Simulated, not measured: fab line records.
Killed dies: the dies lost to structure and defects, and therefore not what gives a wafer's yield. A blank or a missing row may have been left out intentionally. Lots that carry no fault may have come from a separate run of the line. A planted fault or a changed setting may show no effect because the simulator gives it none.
8D (eight disciplines) problem report, filled in by code :: flow sky130 :: the parts of the form that need people (team, actions taken, sign-off) are left out

1. PROBLEM STATEMENT
Wafers with no fault read 1200 W with a standard deviation of 3.4, whereas bias w at SKY_CONTACT_ETCH_17 reads a mean of 1262 W on 1 wafer of 1 lot. That is +18 standard deviations from the usual mean.
The step: etches SiO2 in C4F8/O2/Ar, stops on Si3N4, target depth 340 nm.
Earliest sighting: wafer L528.2 on rie diel-04 at day 34 19:44. At this step, 15 wafers from 5 lots have a number in the record. The rule behind "out" and "out of limits": a value lying over 4 standard deviations away from the usual mean. All remaining wafers that have a number are taken as sound.

2. WHAT IT IS, WHAT IT ISN'T
question: which readings at this step
is: bias w
is not: oes product au, rf fwd power W

question: which lots
is: L528
is not: L518, L526, L533, L541

question: which wafers of those lots
is: L528.2
is not: L528.3, L528.4

question: read on which tools
is: rie diel-04
is not: rie diel-03

question: when
is: from day 34 19:44
is not: up to then (8 sound wafers); but 6 sound wafers of L533, L541 came after

3. SUSPECTS, AND WHAT RULES EACH OUT
Counting: if a tool at a process step up to the reading ran every lot that is out, it stays a suspect. Sound lots after the first of them don't rule it out here, since some wafers of a struck lot are sound.
- rie diel-04 at SKY_CONTACT_ETCH_16 (etches BARC in N2/H2, stops on SiO2, time 45.9 s, target depth 60 nm): kept. L528, the lot that is out, went through it at day 34 19:42; up to then, the latest sound lot through it was L526 at day 34 12:48.
- rie diel-04 at SKY_CONTACT_ETCH_17 (etches SiO2 in C4F8/O2/Ar, stops on Si3N4, target depth 340 nm): kept. L528, the lot that is out, went through it at day 34 19:44; up to then, the latest sound lot through it was L526 at day 34 12:50. On those wafers its own readings are out: bias w.
- At SKY_CONTACT_ETCH_16, inside rie diel-04: chamber 0 took the wafers that are out, while their sound lot-mates went through chambers 2, 3.
- At SKY_CONTACT_ETCH_17, inside rie diel-04: chamber 0 took the wafers that are out, while their sound lot-mates went through chambers 2, 3.
What counting leaves: rie diel-04 at SKY_CONTACT_ETCH_16 and rie diel-04 at SKY_CONTACT_ETCH_17.

4. THE CAUSE (what the simulator had put in)
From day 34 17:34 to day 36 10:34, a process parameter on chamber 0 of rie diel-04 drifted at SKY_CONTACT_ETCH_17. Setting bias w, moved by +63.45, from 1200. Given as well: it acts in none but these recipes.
Counting left 2 suspects, and this tool is among them.

5. THE CHAIN OF EFFECTS, in route order
Each row: a reading whose mean over the struck wafers that have a number lies more than 3 standard deviations from the usual. Only readings for which the record gives a usual standard deviation are gone through. hours: the time from each lot's start at the first step in this table that gives one to its start at this step, as a median over the lots. sigmas: the change in usual standard deviations.
hours: 0
step: SKY_CONTACT_ETCH_17
reading: bias w
usual: 1200 W
on struck wafers: 1262
change: +62
sigmas: +18
Its process steps:
- SKY_CONTACT_ETCH_17: etches SiO2 in C4F8/O2/Ar, stops on Si3N4, target depth 340 nm.

6. WHAT WOULD HAVE CAUGHT IT SOONER
The fault began at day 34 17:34; the first out-of-limits reading in this record came at day 34 19:44, 2 hours later.
